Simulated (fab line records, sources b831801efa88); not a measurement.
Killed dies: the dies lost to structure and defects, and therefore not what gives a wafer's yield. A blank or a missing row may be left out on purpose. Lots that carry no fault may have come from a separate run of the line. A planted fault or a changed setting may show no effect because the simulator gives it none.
A lot that was struck, set against a sound lot ; flow sky130 ; 44 out of 708 route steps
Sound: the wafers L560.1, L560.2, L560.3. Struck: wafer L544.5 (left out: L544.4, L544.6 of the same lot, which were not struck); the cause appears at the end.
At each step with rows: each side's tool, then ch and its chambers, then its first start. Under that, the readings that differ: sound wafers ; struck wafers ; difference of the means ; sigmas: that difference in standard deviations of wafers without a fault.
alike: a reading whose means differ by less than 2 such deviations, as well as words and numbers matching on both sides. not compared: withheld readings; readings where some wafer has no value; bounds like >300 that might hide an equal value; numbers whose values overlap and for which the record gives no deviation.
Wherever a step has rows on one side only, a row that says differs or no value, or a row with sigmas, the two part there. Numbers that don't overlap but have no deviation are shown without sigmas and don't part them. A reading missing from all wafers of one side parts the sides only when that side holds two or more wafers.

first, 6 steps without rows for these wafers: SKY_VIA3_ETCH_15 (etches SiO2 in C4F8/O2/Ar, stops on TiN, target depth 507 nm, time 78 s); SKY_VIA3_STRIP_16 (strips in O2/N2); SKY_VIA3_STRIP_17 (strips in post etch residue remover, time 1200 s); SKY_VIA3_CLEAN_18 (cleans in IPA, time 180 s); SKY_VIA3_CLEAN_19 (cleans in O3/DIW); SKY_VIA3_SPUTTER_20 (material TiN, target thk 20 nm, time 80 s).
SKY_VIA3_CVD_21: deposits W, target thk 390 nm, time 117.31 s.
  sound on cvd-w-02 ch 0,1, day 47 22:41; struck on cvd-w-01 ch 1, day 42 07:25
  alike: heater-power-w, susceptor-temp-C
SKY_VIA3_RS_MEAS_22: the measuring method here is four-point-probe.
  sound on film-metro-03, day 47 22:48; struck on film-metro-03, day 42 07:34
  alike: VIA3_W_RS
SKY_VIA3_THK_MEAS_23: measures by xrf.
  sound on film-metro-03, day 47 22:55; struck on film-metro-03, day 42 07:39
  alike: VIA3_W_THK
SKY_VIA3_CMP_24: polishes, stops on SiO2, t overpolish 20 s, target thk 0 nm.
  sound on cmp-01 ch 0,1,2, day 47 23:05; struck on cmp-01 ch 1, day 42 07:47
reading;sound;struck;difference;sigmas
motor-current-A (A);12.3 10.5 12.3;9.8;-1.9;-2
  alike: overpolish-run-s, platen-rpm, retaining-ring-pressure-frac, time-to-endpoint-s
SKY_METAL4_SPUTTER_00: material Ti, target thk 15 nm, time 10 s.
  sound on pvd-sputter-04, day 47 23:23; struck on pvd-sputter-03, day 42 07:59
  alike: throttle-valve-pct
then, 1 step without rows for these wafers: SKY_METAL4_SPUTTER_01 (material TiN, target thk 20 nm, time 16.7 s).
SKY_METAL4_SPUTTER_02: material AlCu, target thk 735 nm, time 39.1 s.
  sound on pvd-sputter-04, day 47 23:26; struck on pvd-sputter-03, day 42 08:02
reading;sound;struck;difference;sigmas
model.AlCu_of_METAL4_SPUTTER_02.thk-nm (nm);740.6 744.3 728;864.7;+127.1;
  alike: throttle-valve-pct
then, 3 steps without rows for these wafers: SKY_METAL4_SPUTTER_03 (material Ti, target thk 5 nm, time 3.3 s); SKY_METAL4_SPUTTER_04 (material TiN, target thk 70 nm, time 58.3 s); SKY_CAP2M_CVD_00 (deposits SiO2, target thk 15.5 nm).
SKY_CAP2M_THK_MEAS_01:
  sound on film-metro-04, day 47 23:33; struck on film-metro-03, day 42 08:11
  alike: CAP2M_CVD_00_THK
then, 1 step without rows for these wafers: SKY_CAP2M_SPUTTER_02 (material TiN, target thk 200 nm, time 166.7 s).
SKY_CAP2M_RS_MEAS_03: the measuring method here is four-point-probe.
  sound on film-metro-01, day 47 23:43; struck on film-metro-01, day 42 08:23
  alike: CAP2M_TIN_RS
SKY_CAP2M_THK_MEAS_04: measures by xrf.
  sound on film-metro-01, day 47 23:50; struck on film-metro-01, day 42 08:29
  alike: CAP2M_TIN_THK
then, 7 steps without rows for these wafers: SKY_CAP2M_DEHYDRATE_05 (time 60 s); SKY_CAP2M_HMDS_06 (prime time 60 s); SKY_CAP2M_COAT_07 (resist thk 1140 nm); SKY_CAP2M_SOFTBAKE_08 (time 60 s); SKY_CAP2M_EXPOSE_09 (exposes mask CAP2M, target cd 1000 nm); SKY_CAP2M_PEB_10; SKY_CAP2M_DEVELOP_11 (develop time 60 s).
SKY_CAP2M_OVL_MEAS_12:
  sound on overlay-01, day 48 19:21; struck on overlay-01, day 43 08:43
  alike: CAP2M_OVL
SKY_CAP2M_METAL_ETCH_13: etches TiN in Cl2/BCl3, stops on SiO2, target depth 220 nm, time 62.9 s.
  sound on rie-metal-02 ch 0,1, day 48 19:23; struck on rie-metal-04 ch 1, day 43 08:46
reading;sound;struck;difference;sigmas
mfc-cl2-sccm (sccm);59.79 59.68 59.87;60.19;+0.41;+2
  alike: drypump-motor-current-A, oes-product-au, throttle-valve-pct
  not compared: rf-hours-counter-h
SKY_CAP2M_STRIP_14: strips in O2/N2.
  sound on plasma-asher-01 ch 0,1, day 48 19:28; struck on plasma-asher-04 ch 1, day 43 08:50
reading;sound;struck;difference;sigmas
oes-product-au (a.u.);0.710 0.715 0.717;0.702;-0.012;-3
  alike: drypump-motor-current-A, strip-time-to-endpoint-s
  not compared: rf-hours-counter-h
then, 11 steps without rows for these wafers: SKY_CAP2M_STRIP_15 (strips in post etch residue remover, time 1200 s); SKY_CAP2M_CLEAN_16 (cleans in IPA, time 180 s); SKY_CAP2M_CLEAN_17 (cleans in O3/DIW); SKY_METAL4_DEHYDRATE_05 (time 60 s); SKY_METAL4_HMDS_06 (prime time 60 s); SKY_METAL4_COAT_07 (resist thk 60 nm); SKY_METAL4_COAT_08 (resist thk 1140 nm); SKY_METAL4_SOFTBAKE_09 (time 90 s); SKY_METAL4_EXPOSE_10 (exposes mask MM4, target cd 300 nm); SKY_METAL4_PEB_11; SKY_METAL4_DEVELOP_12 (develop time 60 s).
SKY_METAL4_CD_MEAS_13: target cd 300 nm.
  sound on cd-sem-02, day 49 13:48; struck on cd-sem-02, day 44 10:29
reading;sound;struck;difference;sigmas
cd-nm (nm);297.3 298.7 298.6;303.8;+5.6;+4
SKY_METAL4_METAL_ETCH_18: etches the open film in Cl2/BCl3, stops on SiO2, target depth 845 nm, time 183.1 s.
  sound on rie-metal-04 ch 0,1, day 49 14:14; struck on rie-metal-03 ch 0, day 44 10:47
reading;sound;struck;difference;sigmas
oes-product-au (a.u.);0.868 0.859 0.854;0.940;+0.080;+11
  alike: drypump-motor-current-A, mfc-cl2-sccm, throttle-valve-pct
  not compared: rf-hours-counter-h
-- the record jumps here: 4 days lie between the struck wafers' starts before and after (it left off in module METAL4 and takes up again in module PAD_OPEN, whose first step shown is number 708 of the route) --
SKY_PAD_OPEN_PROBE_99:
  sound on prober-01, day 52 17:26; struck on prober-02, day 48 10:18
reading;sound;struck;difference;sigmas
model.etest.met4.line-ohm-um;0.146 0.1363 0.1409;0.1166;-0.0245;
model.etest.met4.rs-ohm-sq;0.04208 0.04208 0.04311;0.03608;-0.00634;
  alike: defect-limited-yield, killed_at_M0_to_M3, killed_at_M4_up, killed-at-contacts, killed-at-front-end, killed-at-other, killed-dies, killed-open, killed-short, sort_bin_3_pad_short, sort_bin_5_function, sort_bin_6_memory, sort-n-pass, sort-yield-pct

## WHERE THEY PART
Last at SKY_METAL4_METAL_ETCH_18 as far as this record goes, first at SKY_VIA3_CMP_24. Later steps at which nothing parts them and some readings are alike: SKY_PAD_OPEN_PROBE_99.

WHY: what the simulator had put in
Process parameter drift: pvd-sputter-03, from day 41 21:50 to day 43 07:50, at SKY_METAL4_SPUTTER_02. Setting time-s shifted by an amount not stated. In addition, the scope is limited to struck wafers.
